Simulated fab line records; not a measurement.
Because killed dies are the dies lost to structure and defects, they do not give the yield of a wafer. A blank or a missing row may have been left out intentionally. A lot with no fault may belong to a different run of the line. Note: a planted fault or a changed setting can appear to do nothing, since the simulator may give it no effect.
Split-lot trial || flow sky130 || 5 lots, 23 wafers read, on a route of 708 steps

## THE SPLIT
At SKY_VIA4_HDPCVD_00 (deposits SiO2, target thk 1750 nm, time 291.7 s), the setting sih4-flow-sccm was moved away from the recipe's 60 sccm on 8 of the 23 wafers read, by -8.8% to -4.5%. All remaining wafers had this setting at the recipe value.

Between the split and the reading, the file records no step.

## THE READING
VIA4_HDPCVD_THK (nm), taken at SKY_VIA4_THK_MEAS_01. On this fab line, fault-free wafers typically give 1752 nm with a standard deviation of 15 nm.

{"wafer": "L077.1", "tool, chamber at the split": "hdpcvd-01, 2", "sih4-flow-sccm as run, sccm": 60, "against the recipe": "recipe", "VIA4_HDPCVD_THK, nm": 1750, "against lot-mates on the recipe": "-"}
{"wafer": "L077.4", "tool, chamber at the split": "hdpcvd-01, 2", "sih4-flow-sccm as run, sccm": 60, "against the recipe": "recipe", "VIA4_HDPCVD_THK, nm": 1754, "against lot-mates on the recipe": "-"}
{"wafer": "L077.6", "tool, chamber at the split": "hdpcvd-01, 0", "sih4-flow-sccm as run, sccm": 60, "against the recipe": "recipe", "VIA4_HDPCVD_THK, nm": 1775, "against lot-mates on the recipe": "-"}
{"wafer": "L078.1", "tool, chamber at the split": "hdpcvd-02, 2", "sih4-flow-sccm as run, sccm": 54.72, "against the recipe": "-8.8%", "VIA4_HDPCVD_THK, nm": 1595, "against lot-mates on the recipe": -164}
{"wafer": "L078.2", "tool, chamber at the split": "hdpcvd-02, 0", "sih4-flow-sccm as run, sccm": 60, "against the recipe": "recipe", "VIA4_HDPCVD_THK, nm": 1780, "against lot-mates on the recipe": "-"}
{"wafer": "L078.4", "tool, chamber at the split": "hdpcvd-02, 1", "sih4-flow-sccm as run, sccm": 54.72, "against the recipe": "-8.8%", "VIA4_HDPCVD_THK, nm": 1589, "against lot-mates on the recipe": -170}
{"wafer": "L078.5", "tool, chamber at the split": "hdpcvd-02, 0", "sih4-flow-sccm as run, sccm": 60, "against the recipe": "recipe", "VIA4_HDPCVD_THK, nm": 1737, "against lot-mates on the recipe": "-"}
{"wafer": "L078.6", "tool, chamber at the split": "hdpcvd-02, 2", "sih4-flow-sccm as run, sccm": 54.72, "against the recipe": "-8.8%", "VIA4_HDPCVD_THK, nm": 1599, "against lot-mates on the recipe": -160}
{"wafer": "L081.1", "tool, chamber at the split": "hdpcvd-02, 1", "sih4-flow-sccm as run, sccm": 60, "against the recipe": "recipe", "VIA4_HDPCVD_THK, nm": 1757, "against lot-mates on the recipe": "-"}
{"wafer": "L081.2", "tool, chamber at the split": "hdpcvd-02, 2,0", "sih4-flow-sccm as run, sccm": 60, "against the recipe": "recipe", "VIA4_HDPCVD_THK, nm": 1763, "against lot-mates on the recipe": "-"}
{"wafer": "L081.3", "tool, chamber at the split": "hdpcvd-02, 2,0", "sih4-flow-sccm as run, sccm": 60, "against the recipe": "recipe", "VIA4_HDPCVD_THK, nm": 1736, "against lot-mates on the recipe": "-"}
{"wafer": "L081.4", "tool, chamber at the split": "hdpcvd-02, 0", "sih4-flow-sccm as run, sccm": 60, "against the recipe": "recipe", "VIA4_HDPCVD_THK, nm": 1751, "against lot-mates on the recipe": "-"}
{"wafer": "L081.5", "tool, chamber at the split": "hdpcvd-02, 2", "sih4-flow-sccm as run, sccm": 60, "against the recipe": "recipe", "VIA4_HDPCVD_THK, nm": 1771, "against lot-mates on the recipe": "-"}
{"wafer": "L083.1", "tool, chamber at the split": "hdpcvd-02, 2", "sih4-flow-sccm as run, sccm": 57.32, "against the recipe": "-4.5%", "VIA4_HDPCVD_THK, nm": 1684, "against lot-mates on the recipe": -83}
{"wafer": "L083.3", "tool, chamber at the split": "hdpcvd-02, 1", "sih4-flow-sccm as run, sccm": 60, "against the recipe": "recipe", "VIA4_HDPCVD_THK, nm": 1757, "against lot-mates on the recipe": "-"}
{"wafer": "L083.4", "tool, chamber at the split": "hdpcvd-02, 2", "sih4-flow-sccm as run, sccm": 60, "against the recipe": "recipe", "VIA4_HDPCVD_THK, nm": 1776, "against lot-mates on the recipe": "-"}
{"wafer": "L083.5", "tool, chamber at the split": "hdpcvd-02, 0", "sih4-flow-sccm as run, sccm": 57.32, "against the recipe": "-4.5%", "VIA4_HDPCVD_THK, nm": 1658, "against lot-mates on the recipe": -109}
{"wafer": "L083.6", "tool, chamber at the split": "hdpcvd-02, 1", "sih4-flow-sccm as run, sccm": 60, "against the recipe": "recipe", "VIA4_HDPCVD_THK, nm": 1769, "against lot-mates on the recipe": "-"}
{"wafer": "L082.2", "tool, chamber at the split": "hdpcvd-02, 0,1", "sih4-flow-sccm as run, sccm": 56.33, "against the recipe": "-6.1%", "VIA4_HDPCVD_THK, nm": 1636, "against lot-mates on the recipe": -124}
{"wafer": "L082.3", "tool, chamber at the split": "hdpcvd-02, 0,1", "sih4-flow-sccm as run, sccm": 56.33, "against the recipe": "-6.1%", "VIA4_HDPCVD_THK, nm": 1655, "against lot-mates on the recipe": -105}
{"wafer": "L082.4", "tool, chamber at the split": "hdpcvd-02, 1", "sih4-flow-sccm as run, sccm": 60, "against the recipe": "recipe", "VIA4_HDPCVD_THK, nm": 1771, "against lot-mates on the recipe": "-"}
{"wafer": "L082.5", "tool, chamber at the split": "hdpcvd-02, 0", "sih4-flow-sccm as run, sccm": 60, "against the recipe": "recipe", "VIA4_HDPCVD_THK, nm": 1749, "against lot-mates on the recipe": "-"}
{"wafer": "L082.6", "tool, chamber at the split": "hdpcvd-02, 2", "sih4-flow-sccm as run, sccm": 56.33, "against the recipe": "-6.1%", "VIA4_HDPCVD_THK, nm": 1636, "against lot-mates on the recipe": -124}
Where a row lists several chambers, the file gives one row for several wafers and doesn't say which wafer went through which chamber.

FIT RESULTS
A straight line over all 23 wafers: VIA4_HDPCVD_THK changes by +19 nm for each +1% of sih4-flow-sccm; r = +0.98; the points scatter about the line by 13 nm.
The same after taking each lot's own level away (the mean of its wafers on the recipe; 23 wafers): +19 nm for each +1%; r = +0.98; scatter 13 nm.
On that fit, the largest move of sih4-flow-sccm shifts the reading by 1.7e+02 nm.
Measured against the standard deviation above, the lots' own levels, which go from 1755.6 to 1767.3 nm, span 0.8 times it.
So the lot-to-lot level changes the slope little: the two slopes agree.
Check: for one of the wafers moved furthest among these (-8.8%), held out of the fit, the line's prediction against its lot-mates is -169 nm. It came out at -164 nm against them.

## THESE WAFERS: OTHER SPLITS
Note: prior to the reading, these wafers also went through further splits. Each is held against what the fit with the lots' levels taken away leaves over:
{"other split on the same wafers": "SKY_METAL3_ETCH_17 time-s", "wafers away from the commonest value": 5, "r with VIA4_HDPCVD_THK (lot level and that fit taken away)": "+0.07"}
{"other split on the same wafers": "SKY_VIA3_DEVELOP_11 dev-temp-c", "wafers away from the commonest value": 12, "r with VIA4_HDPCVD_THK (lot level and that fit taken away)": "+0.14"}
{"other split on the same wafers": "SKY_METAL4_SPUTTER_00 power-w", "wafers away from the commonest value": 10, "r with VIA4_HDPCVD_THK (lot level and that fit taken away)": -0.15}
{"other split on the same wafers": "SKY_CAP2M_SPUTTER_02 power-w", "wafers away from the commonest value": 10, "r with VIA4_HDPCVD_THK (lot level and that fit taken away)": -0.09}
{"other split on the same wafers": "SKY_CAP2M_DEVELOP_11 dev-temp-c", "wafers away from the commonest value": 9, "r with VIA4_HDPCVD_THK (lot level and that fit taken away)": "+0.22"}

## THE WHOLE CHAIN: every reading that the file lists as answering this split, in the file's order
{"step": "SKY_VIA4_HDPCVD_00", "what it does": "deposits SiO2, target thk 1750 nm, time 291.7 s", "reading": "SiO2_of_VIA4_HDPCVD_00.thk-nm (the simulator's own value, which no gauge read)", "change (the file's fit)": "+19.4 nm for each +1% of the setting", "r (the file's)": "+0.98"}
{"step": "SKY_VIA4_THK_MEAS_01", "what it does": "", "reading": "VIA4_HDPCVD_THK", "change (the file's fit)": "+19.2 for each +1% of the setting", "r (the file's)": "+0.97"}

## THE FILE'S OWN FIT
VIA4_HDPCVD_THK changes by +19.2 nm for each +1% of sih4-flow-sccm, r = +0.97.
